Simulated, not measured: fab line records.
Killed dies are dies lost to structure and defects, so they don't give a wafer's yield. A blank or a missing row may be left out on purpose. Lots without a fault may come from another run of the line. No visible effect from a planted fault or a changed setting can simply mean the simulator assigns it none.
8D (eight disciplines) problem report, filled in by code / flow sky130 / the parts of the form that need people (team, actions taken, sign-off) are left out

== 1. WHAT IS WRONG ==
At SKY_PAD_OPEN_PROBE_99, killed_at_M0_to_M3 averages 87 over 6 wafers from 2 lots, while fault-free wafers read 44, standard deviation 6.9. That puts it +6.2 standard deviations away from the usual mean.
First observed at day 48 05:07: wafer L533.1, on prober-01. At this step, 18 wafers from 6 lots have a number in the record. By rule, "out" or "out of limits" means more than 4 standard deviations away from the usual mean. The rest of the wafers with a number are treated as sound.

== 2. WHAT IT IS AND WHAT IT IS NOT ==
question=which readings at this step | is=killed_at_M0_to_M3 | is not=killed_at_front_end, killed_at_other, killed_open
question=which lots | is=L533, L536 | is not=L527, L528, L535, L544
question=which wafers of those lots | is=all that have a number | is not=-
question=read on which tools | is=prober-01, prober-02 | is not=-
question=when | is=from day 48 05:07 | is not=up to then (6 sound wafers); but 6 sound wafers of L535, L544 came after

== 3. SUSPECTS, AND WHAT RULES EACH OUT ==
Counting: a tool stays on the suspect list if, at a process step up to the reading, it processed all lots that are out and no sound lot following the first of them.
- pvd_sputter-02 at SKY_VIA3_SPUTTER_20 (material TiN, target thk 20 nm, time 80 s): kept. All lots that are out passed through it, beginning with L533 at day 42 13:06, and no sound lot followed; its final sound lot before that point was L528 at day 41 12:45.
- cvd_w-02 at SKY_VIA3_CVD_21 (deposits W, target thk 390 nm, time 117.31 s): kept. It ran every lot that is out, first L533 (day 42 13:10), and no sound lot after that.
- rie_metal-04 at SKY_CAP2M_METAL_ETCH_13 (etches TiN in Cl2/BCl3, stops on SiO2, target depth 220 nm, time 62.9 s): kept. All lots that are out passed through it, beginning with L533 at day 43 13:17, and no sound lot followed; its final sound lot before that point was L528 at day 42 12:53.
pvd_sputter-02 at SKY_VIA3_SPUTTER_20, cvd_w-02 at SKY_VIA3_CVD_21 and rie_metal-04 at SKY_CAP2M_METAL_ETCH_13 are what is left after counting.

== 4. THE CAUSE (what the simulator had put in) ==
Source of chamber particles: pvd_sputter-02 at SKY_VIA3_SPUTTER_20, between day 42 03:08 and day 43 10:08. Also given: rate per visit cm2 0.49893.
3 suspects survive the count, and this tool is in that group.

== 5. THE CHAIN OF EFFECTS, in route order ==
Each row: a reading where the mean over the struck wafers with a number is more than 3 standard deviations away from the usual. Readings are gone through only where the record gives a usual standard deviation; hours: the median, over the lots, of the time from a lot's start at the first step in this table giving one to that lot's start at this step; sigmas: the change measured in usual standard deviations.
hours=0; step=SKY_PAD_OPEN_PROBE_99; reading=defect_limited_yield; usual=82.3 %; on struck wafers=73.4; change=-8.9; sigmas=-4.7
hours=0; step=SKY_PAD_OPEN_PROBE_99; reading=killed_at_M0_to_M3; usual=44; on struck wafers=87; change=+43; sigmas=+6.2
hours=0; step=SKY_PAD_OPEN_PROBE_99; reading=killed_dies; usual=87; on struck wafers=131; change=+44; sigmas=+4.6
hours=0; step=SKY_PAD_OPEN_PROBE_99; reading=sort_bin_3_pad_short; usual=0.9 %; on struck wafers=2.4; change=+1.5; sigmas=+3.5
hours=0; step=SKY_PAD_OPEN_PROBE_99; reading=sort_bin_5_function; usual=10.5 %; on struck wafers=16.6; change=+6.1; sigmas=+4.3
hours=0; step=SKY_PAD_OPEN_PROBE_99; reading=sort_n_pass; usual=405; on struck wafers=361; change=-44; sigmas=-4.6
hours=0; step=SKY_PAD_OPEN_PROBE_99; reading=sort_yield_pct; usual=82.3 %; on struck wafers=73.4; change=-8.9; sigmas=-4.7
Its process steps:
- SKY_PAD_OPEN_PROBE_99

== 6. HOW IT WOULD HAVE BEEN CAUGHT EARLIER ==
In this record the first reading out of limits was taken at day 48 05:07, 146 hours after the fault began at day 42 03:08.
No tool reading at SKY_VIA3_SPUTTER_20 that has a usual standard deviation in the record was out on any struck wafer, so an alarm limit of 4 standard deviations on those readings would not have fired.
By day 48 05:07, every lot that is out (2) had started SKY_VIA3_SPUTTER_20 on pvd_sputter-02. None of them would have been spared by holding the tool at that moment.
